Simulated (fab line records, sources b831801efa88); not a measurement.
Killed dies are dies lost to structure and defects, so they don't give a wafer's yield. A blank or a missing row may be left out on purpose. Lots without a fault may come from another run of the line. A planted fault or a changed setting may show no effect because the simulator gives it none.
Which tool did it? | flow sky130 | 6 lots, 18 wafers sampled, at 2 steps of a route of 708

WHAT THE GAUGES READ, wafer by wafer
SKY_VIA1_THK_MEAS_23: measures by xrf.
lot  | measured     | on            | VIA1_W_THK (nm)
L537 | day 34 21:17 | film_metro-01 | 282 276 281
L540 | day 35 18:44 | film_metro-04 | 276 273 276
L542 | day 36 05:35 | film_metro-03 | 272 271 270
L549 | day 38 15:24 | film_metro-03 | 275 275 272
L555 | day 40 08:08 | film_metro-04 | 274 271 274
L558 | day 41 14:25 | film_metro-01 | 271 266 273

WHICH TOOL RAN EACH LOT (tool, then ch and the chambers of the sampled wafers, then the start)
lot  | SKY_VIA1_STRIP_16
L537 | plasma_asher-02 ch 0,1, day 34 20:25
L540 | plasma_asher-03 ch 0, day 35 17:50
L542 | plasma_asher-02 ch 0,1, day 36 04:43
L549 | plasma_asher-02 ch 0,1, day 38 14:31
L555 | plasma_asher-02 ch 0, day 40 07:16
L558 | plasma_asher-04 ch 0,1, day 41 13:33
- SKY_VIA1_STRIP_16: strips in O2/N2.

THE ANSWER, worked out from the rows above alone
Rule: what is usual is taken from the lots themselves. Put in order of their means at a reading, lots are off if they are a third of the lots or fewer, leave a main group of 4 or more, and stand apart from it by a gap of 3 or more times the standard deviation of the main group's means; of several such gaps the widest counts. A main group whose means are all the same, to the digits that the tables above print for the reading, isn't used. A lot without any number at a reading at which 4 lots or more have one is off too. The other lots that the step has rows for count as sound.
No lot is off at any reading shown: from this, nothing can be told.

WHAT THE SIMULATOR HAD PUT IN
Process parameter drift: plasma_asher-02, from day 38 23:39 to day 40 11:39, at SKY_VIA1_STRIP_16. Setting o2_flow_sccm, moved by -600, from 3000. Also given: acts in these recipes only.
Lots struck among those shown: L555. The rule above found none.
